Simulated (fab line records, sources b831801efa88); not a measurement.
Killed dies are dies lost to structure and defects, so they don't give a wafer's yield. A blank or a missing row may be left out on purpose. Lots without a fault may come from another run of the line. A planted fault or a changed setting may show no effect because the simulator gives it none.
fab line records | flow sky130
record lots=6 wafers=18 last_day=49
route steps=708 shown VIA4@645 METAL5@661 PAD_OPEN@708
lots that met no fault: from a run of the same line without faults
start_h: hours from the record's first day to the start of the lot's first wafer shown | wait_h: hours since the lot's step before | " the same as in the row above | L1.1+2: a row that stands for several wafers | - no value, or no start given | * or withheld: withheld | < > ~ a bound
route shown NAME@n: a module of which the file shows steps, and the number in the route of the first | usual: mean/standard deviation of fault-free wafers | same: alike in all rows | chamber/n: place in a boat | sites: the reading at each site | _std_site: their standard deviation | _edge_site: outer sites' mean less inner sites' | radius_mm: how far each site lies from the wafer's centre | mask NAME#n: copy n | behind: the tool/chamber that last shaped the wafer | hold: why the lot was held/for how many hours/how that ended | device: the transistor (n, p or np) that didn't switch | end of line: the same wafers' tests at the end of the route | a step without rows: its recipe alone | killed: dies lost to structure and defects at the first sort, not the wafer's yield | map: a wafer's dies, x killed, . not, _ none there
set.NAME: the setting as run; set.NAME@STEP: as run at that earlier step | model.NAME: the simulator's own value behind a step, which no gauge read
lots at some steps of the route; a table a step, a row a wafer
services: from which hour (start_h, from the record's first day; less than 0 if before it) a tool's chamber was out of use, for how many hours, and why
## steps
# step SKY_VIA4_COAT_06
# recipe resist=NOVOLAK spin_rpm=3000 resist_thk_nm=1140
# step SKY_VIA4_SOFTBAKE_07
# recipe temp_c=90 time_s=60 resist=NOVOLAK
# step SKY_VIA4_EXPOSE_08
# recipe mask_id=VIM4 na=0.6 source_shape=conventional sigma_outer=0.6 polarization=unpolarized target_cd_nm=800 dose_mj=132
# step SKY_VIA4_PEB_09
# recipe temp_c=withheld time_s=* resist=NOVOLAK
# step SKY_VIA4_DEVELOP_10
# recipe resist=NOVOLAK developer=TMAH develop_time_s=60 dev_temp_c=23
# step SKY_VIA4_OVL_MEAS_11
# usual VIA4_OVL=0.7/1.4
# columns lot.wafer tool chamber start_h wait_h VIA4_OVL[nm]
L205.3 overlay-02 - 1026.24 0.1 0.6
L205.4 " - " " 2.7
L205.6 " - " " 1.3
L213.2 overlay-02 - 1083.72 0.1 0.2
L213.3 " - " " 2.8
L213.4 " - " " 1.2
L215.2 overlay-02 - 1097.07 0.1 0.1
L215.5 " - " " 1.2
L215.6 " - " " 1.7
L219.3 overlay-02 - 1120.32 0.1 -1.6
L219.4 " - " " 1.3
L219.6 " - " " 0.1
L221.1 overlay-02 - 1124.77 0.1 1.2
L221.2 " - " " 2.5
L221.4 " - " " 1.2
L222.2 overlay-01 - 1127.32 0.1 -1.6
L222.5 " - " " -0.4
L222.6 " - " " -0.4
# step SKY_VIA4_ETCH_12
# recipe target=SiO2 chemistry=C4F8/O2/Ar stop_on=TiN mask_material=NOVOLAK source_w=1500 bias_w=1200 pressure_mtorr=40 c4f8_flow_sccm=withheld O2_flow_sccm=6 Ar_flow_sccm=300 time_s=withheld target_depth_a=5800
# usual bias_w=1199/3.3 oes_product_au=0.927/0.0046
# columns lot.wafer tool chamber start_h wait_h bias_w oes_product_au
L205.3 rie_diel-04 0 1026.26 0.0 1199 0.937
L205.4 " 3 " " 1198 0.926
L205.6 " 0 " " 1201 0.927
L213.2 rie_diel-04 2 1083.75 0.0 1198 0.930
L213.3 " 0 " " 1202 0.934
L213.4 " 3 " " 1202 0.927
L215.2 rie_diel-04 2 1097.10 0.0 1199 0.931
L215.5 " 3 " " 1202 0.925
L215.6 " 2 " " 1206 0.918
L219.3 rie_diel-03 0 1120.35 0.0 1203 0.926
L219.4 " 1 " " 1203 0.924
L219.6 " 2 " " 1195 0.929
L221.1 rie_diel-03 2 1124.81 0.0 1198 0.932
L221.2 " 3 " " 1198 0.923
L221.4 " 0 " " 1194 0.923
L222.2 rie_diel-04 3 1127.35 0.0 1203 0.927
L222.5 " 1 " " 1202 0.927
L222.6 " 2 " " 1196 0.933
# step SKY_VIA4_STRIP_13
# recipe chemistry=O2/N2 power_w=1400 pressure_mtorr=1500 platen_temp_c=withheld o2_flow_sccm=3000 n2_flow_sccm=300 overash_fraction=0.5
# usual drypump_motor_current_A=5.95/0.25 oes_product_au=0.709/0.0049 strip_time_to_endpoint_s=12.802/0.029
# columns lot.wafer tool chamber start_h wait_h drypump_motor_current_A oes_product_au rf_hours_counter_h strip_time_to_endpoint_s
L205.3 plasma_asher-03 1 1026.37 - 6.27 0.706 - 12.763
L205.4 " 0 " " 6.19 0.708 - 12.780
L205.6 " 0 " " 6.21 0.712 - 12.835
L213.2 plasma_asher-03 1 1083.83 - 6.27 0.704 2 12.744
L213.3 " 0 " " 6.23 0.715 - 12.869
L213.4 " 1 " " 6.27 0.711 - 12.813
L215.2 plasma_asher-03 1 1097.18 - 6.27 0.711 3 12.792
L215.5 " 1 " " 6.30 0.711 - 12.837
L215.6 " 0 " " 6.20 0.716 - 12.808
L219.3 plasma_asher-03 1 1120.45 - 6.26 0.714 - 12.772
L219.4 " 0 " " 6.17 0.707 - 12.830
L219.6 " 0 " " 6.19 0.714 - 12.799
L221.1 plasma_asher-02 1 1124.88 - 5.77 0.708 67 12.807
L221.2 " 0 " " 5.82 0.716 67 12.851
L221.4 " 0 " " 5.82 0.707 - 12.834
L222.2 plasma_asher-02 0 1127.42 - 5.85 0.703 67 12.818
L222.5 " 1 " " 5.78 0.716 - 12.821
L222.6 " 0 " " 5.84 0.715 - 12.839
# step SKY_VIA4_STRIP_14
# recipe chemistry=post_etch_residue_remover time_s=1200 temp_c=72.5
# step SKY_VIA4_CLEAN_15
# recipe chemistry=IPA time_s=180 temp_c=25
# step SKY_VIA4_CLEAN_16
# recipe chemistry=O3/DIW dry=n2_spin
# step SKY_VIA4_SPUTTER_17
# recipe material=TiN target_thk_nm=20 chamber_pressure_pa=5 power_w=4000 time_s=80
# usual throttle_valve_pct=29.6/1.1
# columns lot.wafer tool chamber start_h wait_h throttle_valve_pct
L205.3 pvd_sputter-04 - 1026.97 0.0 28.1
L205.4 " - " " 28.8
L205.6 " - " " 28.8
L213.2 pvd_sputter-02 - 1084.42 0.0 30.3
L213.3 " - " " 30.4
L213.4 " - " " 28.5
L215.2 pvd_sputter-01 - 1097.81 0.0 28.6
L215.5 " - " " 28.8
L215.6 " - " " 31.3
L219.3 pvd_sputter-01 - 1121.01 0.0 28.4
L219.4 " - " " 31.3
L219.6 " - " " 28.8
L221.1 pvd_sputter-02 - 1125.50 0.0 30.6
L221.2 " - " " 28.2
L221.4 " - " " 29.0
L222.2 pvd_sputter-01 - 1128.06 0.0 31.2
L222.5 " - " " 31.0
L222.6 " - " " 29.2
# step SKY_VIA4_CVD_18
# recipe material=W target_thk_nm=505 time_s=152.14 temp_c=400 pressure_torr=40
# usual heater_power_w=774/53
# columns lot.wafer tool chamber start_h wait_h heater_power_w model.W_of_VIA4_CVD_18.thk_nm
L205.3 cvd_w-02 1 1027.08 0.1 696 501.6
L205.4 " 0 " " 815 507.4
L205.6 " 0 " " 812 509
L213.2 cvd_w-02 0 1084.49 0.0 813 650.5
L213.3 " 0 " " 793 505.2
L213.4 " 1 " " 715 497.2
L215.2 cvd_w-02 1 1097.87 0.0 702 631.3
L215.5 " 1 " " 701 629.6
L215.6 " 0 " " 805 503.7
L219.3 cvd_w-01 1 1121.12 0.1 733 503.4
L219.4 " 0 " " 850 497.9
L219.6 " 0 " " 840 497.6
L221.1 cvd_w-01 1 1125.56 0.0 731 507.1
L221.2 " 0 " " 848 495.2
L221.4 " 0 " " 846 499.3
L222.2 cvd_w-01 0 1128.12 0.0 819 506
L222.5 " 0 " " 840 501.3
L222.6 " 1 " " 744 501.9
# step SKY_VIA4_RS_MEAS_19
# recipe thk_meas_gauge=four-point-probe reads=W_of_VIA4_CVD_18+TiN_of_VIA4_SPUTTER_17
# usual VIA4_W_RS=0.2274/0.0029
# columns lot.wafer tool chamber start_h wait_h VIA4_W_RS[ohm/sq]
L205.3 film_metro-01 - 1027.22 0.1 0.2285
L205.4 " - " " 0.2250
L205.6 " - " " 0.2252
L213.2 film_metro-04 - 1084.66 0.1 0.1755
L213.3 " - " " 0.2264
L213.4 " - " " 0.2299
L215.2 film_metro-01 - 1098.04 0.1 0.1813
L215.5 " - " " 0.1815
L215.6 " - " " 0.2270
L219.3 film_metro-01 - 1121.26 0.1 0.2278
L219.4 " - " " 0.2295
L219.6 " - " " 0.2297
L221.1 film_metro-04 - 1125.71 0.1 0.2256
L221.2 " - " " 0.2310
L221.4 " - " " 0.2288
L222.2 film_metro-04 - 1128.29 0.1 0.2261
L222.5 " - " " 0.2283
L222.6 " - " " 0.2278
# step SKY_VIA4_THK_MEAS_20
# recipe thk_meas_gauge=xrf reads=W_of_VIA4_CVD_18
# usual VIA4_W_THK=514/8.5
# columns lot.wafer tool chamber start_h wait_h VIA4_W_THK[nm]
L205.3 film_metro-01 - 1027.32 0.1 515
L205.4 " - " " 519
L205.6 " - " " 522
L213.2 film_metro-04 - 1084.77 0.1 673
L213.3 " - " " 519
L213.4 " - " " 513
L215.2 film_metro-01 - 1098.15 0.1 657
L215.5 " - " " 658
L215.6 " - " " 522
L219.3 film_metro-01 - 1121.36 0.1 520
L219.4 " - " " 514
L219.6 " - " " 515
L221.1 film_metro-04 - 1125.83 0.1 513
L221.2 " - " " 502
L221.4 " - " " 508
L222.2 film_metro-04 - 1128.40 0.1 515
L222.5 " - " " 509
L222.6 " - " " 511
# step SKY_VIA4_CMP_21
# recipe stop_on=SiO2 t_overpolish_s=25 down_force_psi=3.5 platen_rpm=60 target_thk_nm=0 pad_velocity_m_s=0.94248
# usual motor_current_A=11.5/0.81 platen_rpm=60.00/0.042 time_to_endpoint_s=124/4.3
# columns lot.wafer tool chamber start_h wait_h motor_current_A platen_rpm time_to_endpoint_s
L205.4 cmp-02 3 1027.41 0.1 12.2 59.95 134
L205.3 " 1 " " 11.7 59.95 128
L205.6 " 2 " " 10.9 60.04 134
L213.4 cmp-02 1 1084.93 0.1 11.7 59.98 122
L213.3 " 2 " " 10.5 59.90 128
L213.2 " 3 " " 12.2 60.04 162
L215.2 cmp-02 2 1098.35 0.2 11.0 60.00 159
L215.5 " 3 " " 12.1 59.97 155
L215.6 " 0 " " 12.0 59.98 121
L219.4 cmp-02 1 1121.45 0.1 11.4 59.99 125
L219.3 " 3 " " 12.1 59.97 126
L219.6 " 0 " " 12.1 59.94 120
L221.4 cmp-01 3 1125.94 0.1 12.0 59.98 122
L221.2 " 0 " " 9.9 59.99 118
L221.1 " 1 " " 11.0 59.98 124
L222.2 cmp-02 3 1128.60 0.2 12.5 60.03 132
L222.6 " 0 " " 12.4 60.00 125
L222.5 " 1 " " 12.0 59.93 125
# step SKY_METAL5_SPUTTER_00
# recipe material=Ti target_thk_nm=15 power_w=3000 time_s=10 chamber_pressure_pa=0.4
# usual throttle_valve_pct=29.4/1
# columns lot.wafer tool chamber start_h wait_h throttle_valve_pct
L205.3 pvd_sputter-02 - 1027.66 0.1 30.5
L205.4 " - " " 30.3
L205.6 " - " " 28.0
L213.2 pvd_sputter-04 - 1085.23 0.1 28.9
L213.3 " - " " 30.2
L213.4 " - " " 31.3
L215.2 pvd_sputter-03 - 1098.50 0.1 30.2
L215.5 " - " " 30.3
L215.6 " - " " 28.5
L219.3 pvd_sputter-02 - 1121.70 0.1 30.1
L219.4 " - " " 30.6
L219.6 " - " " 28.0
L221.1 pvd_sputter-02 - 1126.19 0.1 28.1
L221.2 " - " " 28.8
L221.4 " - " " 30.3
L222.2 pvd_sputter-03 - 1128.75 0.1 30.0
L222.5 " - " " 28.0
L222.6 " - " " 29.7
# step SKY_PAD_OPEN_PROBE_99
# usual defect_limited_yield=82.4/1.9 killed_at_M0_to_M3=44/6.5 killed_at_M4_up=3.0/1.5 killed_at_contacts=25/5.1 killed_at_front_end=14/4.1 killed_at_other=0.3/0.57 killed_dies=87/9.5 killed_open=48/6.8 killed_short=39/6.2 sort_bin_3_pad_short=0.8/0.42 sort_bin_5_function=10.4/1.4 sort_bin_6_memory=6.3/1.2 sort_n_pass=405/9.5 sort_yield_pct=82.4/1.9
# same gross_dies=492 killed_at_back_side=0 sort_bin_4_leakage[%]=0 sort_bin_8_speed[%]=0
# columns lot.wafer tool chamber start_h wait_h defect_limited_yield[%] killed_at_M0_to_M3 killed_at_M4_up killed_at_contacts killed_at_front_end killed_at_other killed_dies killed_open killed_short sort_bin_3_pad_short[%] sort_bin_5_function[%] sort_bin_6_memory[%] sort_n_pass sort_yield_pct[%]
L205.3 prober-02 - 1094.43 0.2 80.7 54 1 28 12 0 95 51 44 0.6 12.6 6.1 397 80.7
L205.4 prober-02 - 1094.48 0.2 83.3 41 5 22 14 0 82 41 41 1.4 9.6 5.7 410 83.3
L205.6 prober-02 - 1094.58 0.2 84.1 39 5 21 13 0 78 43 35 1.0 9.8 5.1 414 84.1
L213.2 prober-01 - 1148.05 0.1 80.7 53 5 21 15 1 95 46 47 1.0 11.8 6.5 397 80.7
L213.3 prober-01 - 1148.10 0.2 80.7 49 2 29 15 0 95 61 33 0.6 11.2 7.5 397 80.7
L213.4 prober-01 - 1148.15 0.2 81.5 40 3 30 18 0 91 44 47 0.6 9.6 8.3 401 81.5
L215.2 prober-02 - 1159.29 0.1 85.6 41 0 16 14 0 71 45 26 0.6 8.1 5.7 421 85.6
L215.5 prober-02 - 1159.44 0.2 82.1 44 2 26 16 0 88 54 34 0.8 11.6 5.5 404 82.1
L215.6 prober-02 - 1159.49 0.2 81.7 46 3 20 21 0 90 47 43 0.4 13.2 4.7 402 81.7
# killed by level:class
L205.3 VIA1:geometric_particle:open=11 CONTACT:geometric_particle:open=9 VIA3:geometric_particle:open=8 METAL2:geometric_particle:short=8 METAL1:geometric_particle:short=7 CONTACT:geometric_particle:short=6 POLY_GATE:geometric_particle:open=5 LI_CONTACT:geometric_particle:open=5
L205.4 METAL2:geometric_particle:short=10 VIA3:geometric_particle:open=7 VIA1:geometric_particle:open=7 CONTACT:geometric_particle:open=6 LI_CONTACT:geometric_particle:open=6 METAL1:geometric_particle:short=5 POLY_GATE:geometric_particle:short=4 POLY_GATE:geometric_particle:open=4
L205.6 METAL2:geometric_particle:short=8 LI_CONTACT:geometric_particle:open=8 VIA2:geometric_particle:open=7 VIA3:geometric_particle:open=7 CONTACT:geometric_particle:open=5 VIA1:geometric_particle:open=5 METAL2:geometric_particle:open=5 CONTACT:geometric_particle:short=4
L213.2 VIA1:geometric_particle:open=9 LI_CONTACT:geometric_particle:open=8 CONTACT:geometric_particle:open=7 METAL2:geometric_particle:short=7 VIA3:geometric_particle:open=7 FIELD_ISO:geometric_particle:short=5 METAL1:geometric_particle:short=5 VIA1:geometric_particle:short=5
L213.3 VIA1:geometric_particle:open=15 CONTACT:geometric_particle:open=14 METAL1:geometric_particle:short=8 VIA3:geometric_particle:open=8 VIA2:geometric_particle:open=7 FIELD_ISO:geometric_particle:short=6 LI_CONTACT:geometric_particle:open=5 FIELD_ISO:geometric_particle:open=4
L213.4 CONTACT:geometric_particle:open=13 VIA1:geometric_particle:open=7 METAL1:geometric_particle:short=5 CONTACT:geometric_particle:short=5 FIELD_ISO:geometric_particle:open=4 POLY_GATE:geometric_particle:short=4 LI_CONTACT:geometric_particle:short=4 LOCAL_INTERCONNECT:geometric_particle:short=4
L215.2 VIA1:geometric_particle:open=11 VIA3:geometric_particle:open=8 CONTACT:geometric_particle:open=7 LI_CONTACT:geometric_particle:open=6 METAL2:geometric_particle:short=4 FIELD_ISO:geometric_particle:open=3 POLY_GATE:geometric_particle:short=3 POLY_GATE:geometric_particle:open=3
L215.5 CONTACT:geometric_particle:open=13 VIA1:geometric_particle:open=13 FIELD_ISO:geometric_particle:open=7 METAL3:geometric_particle:short=6 VIA1:geometric_particle:short=5 LI_CONTACT:geometric_particle:open=4 LOCAL_INTERCONNECT:geometric_particle:short=4 METAL1:geometric_particle:short=3
L215.6 CONTACT:geometric_particle:open=10 METAL1:geometric_particle:short=9 VIA3:geometric_particle:open=7 VIA2:geometric_particle:open=7 VIA1:geometric_particle:open=7 FIELD_ISO:geometric_particle:short=6 POLY_GATE:geometric_particle:short=6 METAL2:geometric_particle:short=6
## services
# columns tool chamber start_h hours kind
rie_diel-04 - 1005.37 14.6 pm
cvd_w-01 1 1009.67 17.1 repair
pvd_sputter-04 - 1023.68 0.9 repair
pvd_sputter-02 0 1027.83 - consumable_replace:kit
rie_diel-04 1 1028.29 4.7 repair
cmp-02 - 1028.33 2.2 repair
rie_diel-03 1 1034.36 6.4 repair
cmp-01 - 1049.66 1.7 repair
plasma_asher-02 - 1053.56 4.3 pm
plasma_asher-03 - 1055.25 9.0 pm
cvd_w-02 1 1057.13 2.9 repair
cmp-02 - 1058.57 3.3 repair
pvd_sputter-01 - 1066.42 2.5 repair
rie_diel-04 2 1067.23 2.1 repair
rie_diel-03 - 1069.95 0.6 repair
plasma_asher-02 - 1074.12 4.5 repair
cmp-02 - 1074.14 2.7 repair
cmp-01 - 1081.79 4.0 pm
cmp-01 - 1082.52 0.4 repair
plasma_asher-02 - 1085.22 1.6 repair
cmp-02 - 1087.92 0.8 repair
pvd_sputter-02 - 1113.11 2.0 repair
rie_diel-04 2 1120.63 5.2 repair
pvd_sputter-03 - 1124.09 3.0 repair
## key
first_sign step=SKY_VIA4_RS_MEAS_19 reading=VIA4_W_RS direction=down sigmas=16 usual=0.2274 struck=0.1794
effect step=SKY_VIA4_THK_MEAS_20 reading=VIA4_W_THK direction=up sigmas=18 usual=514 struck=663
effect step=SKY_VIA4_CMP_21 reading=time_to_endpoint_s direction=up sigmas=8 usual=* struck=*
model_effect step=SKY_VIA4_CVD_18 value=W_of_VIA4_CVD_18.thk_nm without=495.9 struck=637.1
met_at SKY_VIA4_CVD_18
struck_wafers L213.2,L215.2,L215.5
onset_between 1027.08 1084.49
fault kind=process_parameter_drift tool=cvd_w-02 chamber=- onset_h=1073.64 steps=SKY_VIA4_CVD_18 channel=target_thk_nm offset=141.85 shape=step end_h=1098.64 scope=struck_wafers_only acts_in=these_recipes_only stated=505
